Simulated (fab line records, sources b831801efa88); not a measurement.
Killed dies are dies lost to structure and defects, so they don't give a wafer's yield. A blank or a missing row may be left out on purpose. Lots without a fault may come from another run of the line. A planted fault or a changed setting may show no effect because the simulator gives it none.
Which tool did it? | flow gf180mcu | 14 lots, 42 wafers sampled, at 1 step of a route of 602

WHAT THE GAUGES READ, wafer by wafer
GF_CONTACT_CD_MEAS_14: target cd 220 nm. Usual: cd_nm 219.9 nm, standard deviation 1.6.
lot  | measured     | on        | cd_nm (nm)        | flag
L761 | day 16 01:48 | cd_sem-01 | 220.4 219.8 220.4 |
L763 | day 16 17:07 | cd_sem-02 | 220.3 221.8 221.2 |
L765 | day 17 12:45 | cd_sem-02 | 218.4 219.7 218.6 |
L766 | day 17 22:34 | cd_sem-02 | 223.0 221.9 222.9 |
L767 | day 18 11:17 | cd_sem-02 | 221.0 221.2 219.8 |
L768 | day 18 13:38 | cd_sem-02 | 218.4 219.3 219.3 |
L769 | day 19 04:41 | cd_sem-02 | 218.6 218.2 216.5 |
L774 | day 20 21:17 | cd_sem-02 | 220.8 221.0 221.0 |
L775 | day 21 02:14 | cd_sem-02 | 219.3 219.7 218.9 |
L776 | day 21 16:50 | cd_sem-02 | 221.3 223.7 222.3 |
L777 | day 22 00:59 | cd_sem-01 | 217.1 219.6 218.7 |
L778 | day 22 06:23 | cd_sem-01 | 218.3 218.7 217.7 |
L781 | day 23 13:28 | cd_sem-01 | 216.8 218.1 217.7 |
L782 | day 23 13:30 | cd_sem-02 | 219.8 220.3 221.3 |

WHICH TOOL RAN EACH LOT (tool, then ch and the chambers of the sampled wafers, then the start)
The record holds no process step before these readings.

WHAT THE TOOLS THEMSELVES READ (means of the sampled wafers that have a number; where no wafer has one, the mark that the record gives instead)
The record holds no such reading with a usual standard deviation.

THE ANSWER, worked out from the rows above alone
Rule: a lot is off if the mean of its wafers that have a number lies more than 3 standard deviations from the usual mean. A lot without any number at a reading at which 4 lots or more have one is off too. The other lots that the step has rows for count as sound. The gauges are gone through in route order, then the tools' own readings, and for those a lot's mean is taken as printed above. The first step at which some lot is off is used, and at that step the reading that is off furthest; a lot without a number counts as furthest.
No lot is off at any reading shown: from this, nothing can be told.

WHAT THE SIMULATOR HAD PUT IN
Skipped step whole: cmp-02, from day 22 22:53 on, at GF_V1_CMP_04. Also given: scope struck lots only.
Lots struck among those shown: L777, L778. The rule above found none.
